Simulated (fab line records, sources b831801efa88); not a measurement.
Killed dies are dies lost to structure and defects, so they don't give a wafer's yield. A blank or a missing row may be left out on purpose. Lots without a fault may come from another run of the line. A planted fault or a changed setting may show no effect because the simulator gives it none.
Which tool did it? | flow gf180mcu | 6 lots, 18 wafers sampled, at 3 steps of a route of 602

WHAT THE GAUGES READ, wafer by wafer
GF_HV_LDD_TW_MEAS_38.
lot  | measured     | on            | HV_LDD_3_TW
L313 | day 12 05:07 | film_metro-02 | 1455 1444 1457
L315 | day 12 23:35 | film_metro-03 | 1446 1436 1441
L317 | day 13 14:37 | film_metro-02 | 1447 1447 1447
L320 | day 14 14:34 | film_metro-02 | 1449 1441 1443
L323 | day 15 09:55 | film_metro-01 | 1595 1601 1595
L325 | day 16 14:44 | film_metro-03 | 1607 1598 1599

WHICH TOOL RAN EACH LOT (tool, then ch and the chambers of the sampled wafers, then the start)
lot  | GF_VT_IMPLANT_STRIP_42               | GF_HV_LDD_IMPLANT_35
L313 | plasma_asher-02 ch 0,1, day 8 02:01  | implanter-01 ch 0, day 12 04:43
L315 | plasma_asher-01 ch 0, day 8 17:03    | implanter-01 ch 0, day 12 23:11
L317 | plasma_asher-02 ch 0,1, day 9 05:57  | implanter-01 ch 0, day 13 14:14
L320 | plasma_asher-01 ch 0,1, day 10 02:29 | implanter-01 ch 0, day 14 14:10
L323 | plasma_asher-04 ch 0,1, day 10 19:50 | implanter-04 ch 0, day 15 09:31
L325 | plasma_asher-04 ch 0,1, day 11 17:15 | implanter-04 ch 0, day 16 14:22
- GF_VT_IMPLANT_STRIP_42: strips in O2/N2.
- GF_HV_LDD_IMPLANT_35

THE ANSWER, worked out from the rows above alone
Rule: what is usual is taken from the lots themselves. Put in order of their means at a reading, lots are off if they are a third of the lots or fewer, leave a main group of 4 or more, and stand apart from it by a gap of 3 or more times the standard deviation of the main group's means; of several such gaps the widest counts. A main group whose means are all the same, to the digits that the tables above print for the reading, isn't used. A lot without any number at a reading at which 4 lots or more have one is off too. The other lots that the step has rows for count as sound.
Off: L323, L325, at GF_HV_LDD_TW_MEAS_38 (HV_LDD_3_TW). The main group: mean 1446, standard deviation 4.
A tool fits if, at a process step before that reading, it ran every lot that is off, and no sound lot after the first of them. The gauges at GF_HV_LDD_TW_MEAS_38 are tried like those tools. Can't be told from this: 2 tools fit, plasma_asher-04 at GF_VT_IMPLANT_STRIP_42, implanter-04 at GF_HV_LDD_IMPLANT_35.

WHAT THE SIMULATOR HAD PUT IN
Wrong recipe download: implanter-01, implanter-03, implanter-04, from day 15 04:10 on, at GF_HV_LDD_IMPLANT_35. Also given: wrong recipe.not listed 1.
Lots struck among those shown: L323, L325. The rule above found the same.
